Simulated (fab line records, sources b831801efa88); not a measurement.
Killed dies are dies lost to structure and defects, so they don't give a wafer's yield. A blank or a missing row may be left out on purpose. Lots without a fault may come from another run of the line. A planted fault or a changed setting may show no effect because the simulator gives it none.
A struck lot beside a sound one | flow sky130 | 32 steps out of a route of 708
Sound: wafers L349.1, L349.4, L349.6. Struck: wafers L354.2, L354.4, L354.5. The cause comes at the end.
At each step with rows: each side's tool, then ch and its chambers, then its first start. Under that, the readings that differ: sound wafers | struck wafers | difference of the means | sigmas: that difference in standard deviations of wafers without a fault.
alike: readings whose means differ by less than 2 such deviations, and words and numbers that are the same on both sides. not compared: withheld readings, readings that some wafer has no value for, bounds like >300 that may hide the same value, and numbers for which the record gives no deviation and whose values overlap.
The two part at a step that has a row with sigmas, a row that says differs or no value, or rows on one side only. Numbers that don't overlap but have no deviation are shown without sigmas and don't part them. A reading that every wafer of one side lacks parts them only if that side has two wafers or more.

SKY_PWDE_OVL_MEAS_07:
  sound on overlay-01, day 5 17:15; struck on overlay-02, day 6 21:11
  alike: PWDE_OVL
then, 1 step without rows for these wafers: SKY_PWDE_IMPLANT_08.
SKY_PWDE_STRIP_09: strips in O2/N2.
  sound on plasma_asher-01 ch 0,1, day 5 17:26; struck on plasma_asher-04 ch 0,1, day 6 21:22
  alike: drypump_motor_current_A, oes_product_au, strip_time_to_endpoint_s
  not compared: rf_hours_counter_h
SKY_PWDE_TW_MEAS_10:
  sound on film_metro-04, day 5 17:32; struck on film_metro-01, day 6 21:29
  alike: PWDE_TW
then, 7 steps without rows for these wafers: SKY_NWELL_DEHYDRATE_03 (time 60 s); SKY_NWELL_HMDS_04 (prime time 60 s); SKY_NWELL_COAT_05 (resist thk 3000 nm); SKY_NWELL_SOFTBAKE_06; SKY_NWELL_EXPOSE_07 (exposes mask NWM, target cd 840 nm); SKY_NWELL_PEB_08; SKY_NWELL_DEVELOP_09 (develop time 60 s).
SKY_NWELL_OVL_MEAS_10:
  sound on overlay-01, day 6 16:30; struck on overlay-02, day 7 17:41
  alike: NWELL_00_OVL
SKY_NWELL_IMPLANT_11:
  sound on implanter-04 ch 0, day 6 16:32; struck on implanter-02 ch 0, day 7 18:04
  alike: beam_energy_keV, dose_ions_cm2
then, 2 steps without rows for these wafers: SKY_NWELL_IMPLANT_12; SKY_NWELL_IMPLANT_13.
SKY_NWELL_STRIP_14: strips in O2/N2.
  sound on plasma_asher-01 ch 0,1, day 6 16:59; struck on plasma_asher-02 ch 0, day 7 18:34
  alike: drypump_motor_current_A, oes_product_au, strip_time_to_endpoint_s
  not compared: rf_hours_counter_h
SKY_NWELL_TW_MEAS_15:
  sound on film_metro-02, day 6 17:05; struck on film_metro-02, day 7 18:41
  reading  | sound          | struck         | difference | sigmas
  NWELL_TW | 1779 1771 1779 | 2221 2213 2210 | +438       | +14
then, 7 steps without rows for these wafers: SKY_NWELL_DEHYDRATE_16 (time 60 s); SKY_NWELL_HMDS_17 (prime time 60 s); SKY_NWELL_COAT_18 (resist thk 3000 nm); SKY_NWELL_SOFTBAKE_19; SKY_NWELL_EXPOSE_20 (exposes mask NWM COMPLEMENT, target cd 840 nm); SKY_NWELL_PEB_21; SKY_NWELL_DEVELOP_22 (develop time 60 s).
SKY_NWELL_OVL_MEAS_23:
  sound on overlay-02, day 7 12:56; struck on overlay-02, day 8 14:41
  alike: NWELL_01_OVL
then, 1 step without rows for these wafers: SKY_NWELL_IMPLANT_24.
SKY_NWELL_STRIP_25: strips in O2/N2.
  sound on plasma_asher-03 ch 0,1, day 7 13:07; struck on plasma_asher-01 ch 0,1, day 8 14:52
  alike: drypump_motor_current_A, oes_product_au, strip_time_to_endpoint_s
  not compared: rf_hours_counter_h
SKY_NWELL_TW_MEAS_26:
  sound on film_metro-04, day 7 13:13; struck on film_metro-02, day 8 14:59
  reading    | sound       | struck      | difference | sigmas
  NWELL_2_TW | 507 504 505 | 487 485 483 | -20        | -2
then, 1 step without rows for these wafers: SKY_NWELL_CLEAN_27 (cleans in SC1/SC2, time 150 s).
SKY_NWELL_RTA_28: time 30 s.
  sound on rtp_anneal-02 ch 0, day 7 13:20; struck on rtp_anneal-02 ch 0, day 8 15:05
  alike: anneal_temp_c_max, chamber_o2_ppm, lamp_power_pct, wafer_temp_C_max
SKY_NWELL_RS_MEAS_29: measures by four-point-probe.
  sound on film_metro-02, day 7 13:32; struck on film_metro-04, day 8 15:12
  reading           | sound             | struck            | difference | sigmas
  NWELL_RS (ohm/sq) | 622.9 621.9 621.0 | 429.5 429.8 429.8 | -192.2     | -99 or more
-- the record jumps here: 41 days lie between the struck wafers' starts before and after (it left off in module NWELL and takes up again in module PAD_OPEN, whose first step shown is number 708 of the route) --
SKY_PAD_OPEN_PROBE_99:
  sound on prober-02, day 48 08:23; struck on prober-01, day 49 10:28
  reading                                 | sound                         | struck                        | difference | sigmas
  model.etest.nfet_16v.r_on_ohm_um        | 1.374e+04 1.411e+04 1.408e+04 | 1.184e+04 1.175e+04 1.172e+04 | -2.207e+03 |
  model.etest.pfet_16v.r_on_ohm_um        | 1.498e+04 1.603e+04 1.601e+04 | 1.653e+04 1.66e+04 1.644e+04  | +8.500e+02 |
  model.etest.res_nwell.line_ohm_um       | 1062 1143 1113                | 676.5 691.1 686.2             | -421.4     |
  model.etest.res_nwell.rs_ohm_sq         | 893.8 972.7 957.4             | 612.1 617.9 604.6             | -329.8     |
  model.etest.pfet_g5v0d10v5.r_on_ohm_um  | 4726 4713 4801                | 4907 4984 4963                | +205       |
  model.etest.tip_p_5v.rs_ohm_sq          | 2836 2838 2861                | 3004 3035 3029                | +178       |
  model.etest.res_iso_pwell.width_nm (nm) | 2633 2615 2639                | 2571 2585 2598                | -44        |
  model.etest.res_nwell.width_nm (nm)     | 846.7 855.1 855.8             | 896.2 888.4 888.6             | +38.5      |
  alike: killed_at_M0_to_M3, killed_at_M4_up, killed_at_contacts, killed_at_front_end, killed_at_other, killed_dies, killed_open, killed_short

WHERE THEY PART
First at SKY_NWELL_TW_MEAS_15; last, within this record, at SKY_NWELL_RS_MEAS_29. Later steps at which nothing parts them and some readings are alike: SKY_PAD_OPEN_PROBE_99.

WHY: what the simulator had put in
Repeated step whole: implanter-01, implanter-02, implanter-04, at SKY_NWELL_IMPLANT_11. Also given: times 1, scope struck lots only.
